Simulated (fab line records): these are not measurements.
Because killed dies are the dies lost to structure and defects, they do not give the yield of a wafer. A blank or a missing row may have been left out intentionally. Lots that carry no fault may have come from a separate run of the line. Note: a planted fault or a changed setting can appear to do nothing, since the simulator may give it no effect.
The tool behind it: which one?	flow sky130	33 wafers sampled from 11 lots at 1 step of a route of 708

## WHAT THE GAUGES READ, wafer by wafer
SKY_VIA3_CD_MEAS_12: the cd target is 200 nm.
lot	measured	on	cdNm (nm)
L594	day 40 07:52	cdSem-01	199.2 199.9 200.9
L596	day 41 18:32	cdSem-01	199.7 199.5 201.0
L597	day 41 19:17	cdSem-01	200.2 200.1 200.3
L600	day 42 01:22	cdSem-01	199.1 199.7 198.7
L604	day 43 04:39	cdSem-02	197.5 198.2 197.7
L609	day 44 07:22	cdSem-01	199.8 198.5 198.7
L610	day 44 11:58	cdSem-01	201.5 199.6 200.2
L612	day 45 08:39	cdSem-01	198.8 197.7 197.9
L613	day 45 12:08	cdSem-02	198.3 198.7 198.9
L614	day 45 19:37	cdSem-02	197.3 198.1 198.3
L615	day 45 23:37	cdSem-01	198.7 199.9 200.7

## WHICH TOOL RAN EACH LOT (tool, then ch and the chambers of the sampled wafers, then the start)
Record: no process step prior to these readings.

## THE ANSWER, worked out from the rows above alone
Rule: what is usual is taken from the lots themselves. The widest of any qualifying gaps counts: lots, ordered by their means at a reading, are off when they make up no more than a third of the lots, leave a main group of 4 or more, and stand apart from it by 3 or more times the standard deviation of that group's means. A main group is skipped when, at the precision printed for the reading in the tables above, its means are all equal. A lot without any number at a reading at which 4 lots or more have one is off too. Any other lot the step has rows for is counted as sound.
No lot is off on any of the readings shown, so nothing can be concluded from this.

## WHAT WAS PUT IN BY THE SIMULATOR
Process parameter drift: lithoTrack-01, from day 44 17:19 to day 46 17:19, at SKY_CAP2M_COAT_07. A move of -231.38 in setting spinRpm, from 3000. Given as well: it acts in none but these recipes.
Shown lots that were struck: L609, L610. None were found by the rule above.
